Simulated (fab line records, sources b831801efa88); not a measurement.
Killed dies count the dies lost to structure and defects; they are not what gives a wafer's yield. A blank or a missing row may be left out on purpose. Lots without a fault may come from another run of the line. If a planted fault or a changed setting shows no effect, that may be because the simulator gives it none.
2 desks looking at one fault || flow gf180mcu || what lay behind the numbers comes last; until then each desk has only its own

METROLOGY DESK
Means of the sampled wafers that have a number, per lot and without regard to the tool the lot ran on: this is what the gauges read. A lot is out of limits, marked OUT, if its mean lies more than 4 standard deviations from the usual mean; the brackets give that distance.
Columns: A = cd_nm at GF_M4_CD_MEAS_14, usual 279.7 nm; B = V5_W_RS at GF_V5_RS_MEAS_24, usual 0.329 ohm/sq; C = V5_W_THK at GF_V5_THK_MEAS_25, usual 340 nm
{"lot": "L794", "first seen here": "day 23 09:14", "A": 280.2, "B": 0.324, "C": 341}
{"lot": "L796", "first seen here": "day 24 01:17", "A": 279.7, "B": 0.331, "C": 338}
{"lot": "L797", "first seen here": "day 24 14:00", "A": 278.0, "B": "0.293 (-11) OUT", "C": "394 (+10) OUT"}
{"lot": "L798", "first seen here": "day 24 20:56", "A": 278.4, "B": 0.328, "C": 336}
{"lot": "L800", "first seen here": "day 25 11:49", "A": 278.4, "B": "0.215 (-33) OUT", "C": "522 (+35) OUT"}
{"lot": "L809", "first seen here": "day 28 10:39", "A": 279.7, "B": 0.327, "C": 347}
{"lot": "L811", "first seen here": "day 28 23:38", "A": 280.4, "B": 0.333, "C": 333}
{"lot": "L813", "first seen here": "day 29 12:08", "A": 280.1, "B": 0.323, "C": 349}
{"lot": "L814", "first seen here": "day 29 16:54", "A": 279.7, "B": 0.327, "C": 341}
{"lot": "L815", "first seen here": "day 30 05:09", "A": 280.4, "B": 0.327, "C": 337}
{"lot": "L817", "first seen here": "day 30 16:49", "A": 280.9, "B": 0.330, "C": 338}
This desk's result: L797, L800 out of limits, first on L797 (V5_W_RS at GF_V5_RS_MEAS_24), day 28 08:39. Within limits: L794, L796, L798, L809, L811, L813, L814, L815, L817.

TOOL OWNER'S DESK, cvd_w-02
The tool's own readings at GF_V5_CVD_23 (deposits W, target thk 350 nm, time 104.9 s): means of the sampled wafers that have a number, for each lot that ran on this tool. A lot is out of limits, marked OUT, if its mean lies more than 4 standard deviations from the usual mean; the brackets give that distance.
Columns: A = heater_power_outer_w at GF_V5_CVD_23, usual 569 W; B = heater_power_w at GF_V5_CVD_23, usual 881 W
{"lot": "L794", "first seen here": "day 27 05:39", "A": 509, "B": 826}
{"lot": "L796", "first seen here": "day 27 21:30", "A": 514, "B": 827}
{"lot": "L797", "first seen here": "day 28 08:25", "A": 528, "B": 832}
{"lot": "L800", "first seen here": "day 29 02:02", "A": 532, "B": 844}
{"lot": "L813", "first seen here": "day 32 17:06", "A": 524, "B": 839}
{"lot": "L815", "first seen here": "day 33 07:23", "A": 516, "B": 830}
{"lot": "L817", "first seen here": "day 33 17:56", "A": 524, "B": 832}
This desk found nothing out of limits on any of the 7 lots.

BROUGHT TOGETHER
At day 28 08:39 the metrology desk could have sounded an alarm, on L797, L800.
The tool owner's desk saw nothing out of limits.
Tool owner's desk: L797, L800 on record, inside its limits.
All the named lots went through GF_V5_CVD_23 on cvd_w-02.

WHAT HAD BEEN PUT IN BY THE SIMULATOR
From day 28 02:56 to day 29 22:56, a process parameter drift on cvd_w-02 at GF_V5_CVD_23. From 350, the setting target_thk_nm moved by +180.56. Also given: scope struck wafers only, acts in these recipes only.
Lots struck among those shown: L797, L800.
Per desk, hours elapsed from the start of the fault to the first reading out of limits: for the metrology desk, 6.
